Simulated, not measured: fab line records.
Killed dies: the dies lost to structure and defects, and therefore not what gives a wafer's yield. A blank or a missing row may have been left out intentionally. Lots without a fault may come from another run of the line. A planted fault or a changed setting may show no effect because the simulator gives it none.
Which of the tools did it? || flow sky130 || 12 lots, 36 wafers sampled, at 4 steps of a route of 708

## WHAT EACH GAUGE READ, for each wafer
SKY_FIELD_ISO_THK_MEAS_02.
{"lot": "L509", "measured": "day 1 22:02", "on": "film-metro-04", "FIELD_ISO_OXIDATION_00_THK (nm)": "11.86 12.00 11.80"}
{"lot": "L510", "measured": "day 2 02:38", "on": "film-metro-01", "FIELD_ISO_OXIDATION_00_THK (nm)": "12.38 12.04 11.97"}
{"lot": "L511", "measured": "day 2 07:38", "on": "film-metro-01", "FIELD_ISO_OXIDATION_00_THK (nm)": "12.21 12.15 12.09"}
{"lot": "L512", "measured": "day 2 12:40", "on": "film-metro-03", "FIELD_ISO_OXIDATION_00_THK (nm)": "12.00 12.06 11.73"}
{"lot": "L513", "measured": "day 2 17:39", "on": "film-metro-03", "FIELD_ISO_OXIDATION_00_THK (nm)": "12.24 12.11 12.08"}
{"lot": "L514", "measured": "day 2 22:40", "on": "film-metro-03", "FIELD_ISO_OXIDATION_00_THK (nm)": "11.79 12.18 11.94"}
{"lot": "L515", "measured": "day 3 03:39", "on": "film-metro-03", "FIELD_ISO_OXIDATION_00_THK (nm)": "12.01 12.14 12.00"}
{"lot": "L517", "measured": "day 3 14:52", "on": "film-metro-03", "FIELD_ISO_OXIDATION_00_THK (nm)": "11.79 12.00 11.93"}
{"lot": "L519", "measured": "day 4 00:42", "on": "film-metro-03", "FIELD_ISO_OXIDATION_00_THK (nm)": "12.14 12.18 12.39"}
{"lot": "L521", "measured": "day 4 11:45", "on": "film-metro-03", "FIELD_ISO_OXIDATION_00_THK (nm)": "11.89 11.70 11.80"}
{"lot": "L522", "measured": "day 4 14:39", "on": "film-metro-04", "FIELD_ISO_OXIDATION_00_THK (nm)": "11.93 11.92 11.61"}
{"lot": "L529", "measured": "day 6 02:22", "on": "film-metro-03", "FIELD_ISO_OXIDATION_00_THK (nm)": "12.53 12.45 12.64"}

SKY_NWELL_TW_MEAS_26.
{"lot": "L509", "measured": "day 6 12:35", "on": "film-metro-03", "NWELL_2_TW": "496 491 496"}
{"lot": "L510", "measured": "day 6 13:20", "on": "film-metro-03", "NWELL_2_TW": "495 494 496"}
{"lot": "L511", "measured": "day 6 09:32", "on": "film-metro-03", "NWELL_2_TW": "496 493 497"}
{"lot": "L512", "measured": "day 6 23:16", "on": "film-metro-03", "NWELL_2_TW": "495 495 495"}
{"lot": "L513", "measured": "day 6 23:37", "on": "film-metro-03", "NWELL_2_TW": "499 496 499"}
{"lot": "L514", "measured": "day 7 04:13", "on": "film-metro-03", "NWELL_2_TW": "496 495 492"}
{"lot": "L515", "measured": "day 7 10:01", "on": "film-metro-03", "NWELL_2_TW": "492 493 496"}
{"lot": "L517", "measured": "day 7 21:41", "on": "film-metro-03", "NWELL_2_TW": "494 496 494"}
{"lot": "L519", "measured": "day 8 08:14", "on": "film-metro-01", "NWELL_2_TW": "504 505 506"}
{"lot": "L521", "measured": "day 8 23:50", "on": "film-metro-02", "NWELL_2_TW": "506 512 509"}
{"lot": "L522", "measured": "day 9 03:44", "on": "film-metro-02", "NWELL_2_TW": "505 504 502"}
{"lot": "L529", "measured": "day 11 00:32", "on": "film-metro-01", "NWELL_2_TW": "501 500 502"}

SKY_VT_ADJUST_NCORE_OVL_MEAS_08.
{"lot": "L509", "measured": "day 9 23:58", "on": "overlay-02", "VT_ADJUST_NCORE_OVL (nm)": "0.9 1.9 2.6"}
{"lot": "L510", "measured": "day 10 01:46", "on": "overlay-01", "VT_ADJUST_NCORE_OVL (nm)": "1.6 2.4 -0.1"}
{"lot": "L511", "measured": "day 9 21:58", "on": "overlay-02", "VT_ADJUST_NCORE_OVL (nm)": "1.5 -0.2 0.1"}
{"lot": "L512", "measured": "day 10 13:32", "on": "overlay-02", "VT_ADJUST_NCORE_OVL (nm)": "-1.5 -1.0 -3.3"}
{"lot": "L513", "measured": "day 10 14:07", "on": "overlay-01", "VT_ADJUST_NCORE_OVL (nm)": "1.1 1.2 -2.1"}
{"lot": "L514", "measured": "day 10 18:14", "on": "overlay-01", "VT_ADJUST_NCORE_OVL (nm)": "-193.0 -192.6 -193.5"}
{"lot": "L515", "measured": "day 11 02:02", "on": "overlay-01", "VT_ADJUST_NCORE_OVL (nm)": "-191.0 -190.6 -189.3"}
{"lot": "L517", "measured": "day 11 15:40", "on": "overlay-01", "VT_ADJUST_NCORE_OVL (nm)": "-192.0 -192.6 -192.4"}
{"lot": "L519", "measured": "day 12 04:37", "on": "overlay-02", "VT_ADJUST_NCORE_OVL (nm)": "-191.2 -190.6 -190.7"}
{"lot": "L521", "measured": "day 12 22:28", "on": "overlay-01", "VT_ADJUST_NCORE_OVL (nm)": "1.5 -1.7 0.9"}
{"lot": "L522", "measured": "day 13 04:43", "on": "overlay-01", "VT_ADJUST_NCORE_OVL (nm)": "2.1 0.9 0.7"}
{"lot": "L529", "measured": "day 15 10:43", "on": "overlay-01", "VT_ADJUST_NCORE_OVL (nm)": "-0.9 -0.7 0.3"}

## TOOL THAT RAN EACH LOT (tool first, then ch and the chambers of the sampled wafers, then the start)
{"lot": "L509", "SKY_VT_ADJUST_NCORE_EXPOSE_04": "iline-stepper-02 ch 0, day 9 13:08"}
{"lot": "L510", "SKY_VT_ADJUST_NCORE_EXPOSE_04": "iline-stepper-02 ch 0, day 9 14:56"}
{"lot": "L511", "SKY_VT_ADJUST_NCORE_EXPOSE_04": "iline-stepper-02 ch 0, day 9 11:20"}
{"lot": "L512", "SKY_VT_ADJUST_NCORE_EXPOSE_04": "iline-stepper-01 ch 0, day 10 02:17"}
{"lot": "L513", "SKY_VT_ADJUST_NCORE_EXPOSE_04": "iline-stepper-01 ch 0, day 10 02:53"}
{"lot": "L514", "SKY_VT_ADJUST_NCORE_EXPOSE_04": "iline-stepper-01 ch 0, day 10 07:21"}
{"lot": "L515", "SKY_VT_ADJUST_NCORE_EXPOSE_04": "iline-stepper-01 ch 0, day 10 14:38"}
{"lot": "L517", "SKY_VT_ADJUST_NCORE_EXPOSE_04": "iline-stepper-01 ch 0, day 11 03:04"}
{"lot": "L519", "SKY_VT_ADJUST_NCORE_EXPOSE_04": "iline-stepper-01 ch 0, day 11 16:01"}
{"lot": "L521", "SKY_VT_ADJUST_NCORE_EXPOSE_04": "iline-stepper-02 ch 0, day 12 10:02"}
{"lot": "L522", "SKY_VT_ADJUST_NCORE_EXPOSE_04": "iline-stepper-02 ch 0, day 12 15:56"}
{"lot": "L529", "SKY_VT_ADJUST_NCORE_EXPOSE_04": "iline-stepper-02 ch 0, day 14 20:40"}
- SKY_VT_ADJUST_NCORE_EXPOSE_04: exposes mask LVTN COMPLEMENT THIN, target cd 380 nm.

## WHAT THE TOOLS THEMSELVES READ (means of the sampled wafers that have a number; where no wafer has one, the mark that the record gives instead)
SKY_VT_ADJUST_NCORE_EXPOSE_04.
{"lot": "L509", "tool": "iline-stepper-02", "stage-vel-mm-s (mm/s)": 499.89}
{"lot": "L510", "tool": "iline-stepper-02", "stage-vel-mm-s (mm/s)": 500.00}
{"lot": "L511", "tool": "iline-stepper-02", "stage-vel-mm-s (mm/s)": 499.91}
{"lot": "L512", "tool": "iline-stepper-01", "stage-vel-mm-s (mm/s)": 500.01}
{"lot": "L513", "tool": "iline-stepper-01", "stage-vel-mm-s (mm/s)": 499.94}
{"lot": "L514", "tool": "iline-stepper-01", "stage-vel-mm-s (mm/s)": 499.74}
{"lot": "L515", "tool": "iline-stepper-01", "stage-vel-mm-s (mm/s)": 499.95}
{"lot": "L517", "tool": "iline-stepper-01", "stage-vel-mm-s (mm/s)": 499.86}
{"lot": "L519", "tool": "iline-stepper-01", "stage-vel-mm-s (mm/s)": 499.80}
{"lot": "L521", "tool": "iline-stepper-02", "stage-vel-mm-s (mm/s)": 499.96}
{"lot": "L522", "tool": "iline-stepper-02", "stage-vel-mm-s (mm/s)": 499.66}
{"lot": "L529", "tool": "iline-stepper-02", "stage-vel-mm-s (mm/s)": 499.95}

## THE ANSWER, worked out from the rows above alone
Rule: usual is defined by the lots themselves. Put in order of their means at a reading, lots are off if they are a third of the lots or fewer, leave a main group of 4 or more, and stand apart from it by a gap of 3 or more times the standard deviation of the main group's means; of several such gaps the widest counts. A main group whose means are all the same, to the digits that the tables above print for the reading, isn't used. Also off: a lot with no number at a reading for which 4 or more lots have one. Any other lot the step has rows for is counted as sound. First the gauges in route order, then the tools' own readings, where a lot's mean is used as printed above. The first step at which some lot is off is used, and at that step the reading that is off furthest; a lot without a number counts as furthest.
Off: at SKY_VT_ADJUST_NCORE_OVL_MEAS_08 (VT_ADJUST_NCORE_OVL), L514, L515, L517, L519. For the main group the mean is 0.3 nm and the standard deviation 1.1.
If a tool, at a process step before that reading, ran all the lots that are off and no sound lot after the first of them, it fits. The gauges at SKY_VT_ADJUST_NCORE_OVL_MEAS_08 are tried like those tools. One fits: iline-stepper-01 at SKY_VT_ADJUST_NCORE_EXPOSE_04. Its last sound lot is L513 (day 10 02:53), its first lot that is off L514 (day 10 07:21): a fault that began between those two fits.

## WHAT HAD BEEN PUT IN BY THE SIMULATOR
Scanner matching overlay: iline-stepper-01, from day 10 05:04 on, at SKY_VT_ADJUST_NCORE_EXPOSE_04. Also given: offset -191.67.
Lots struck among those shown: L514, L515, L517, L519. This agrees with what the rule above found.
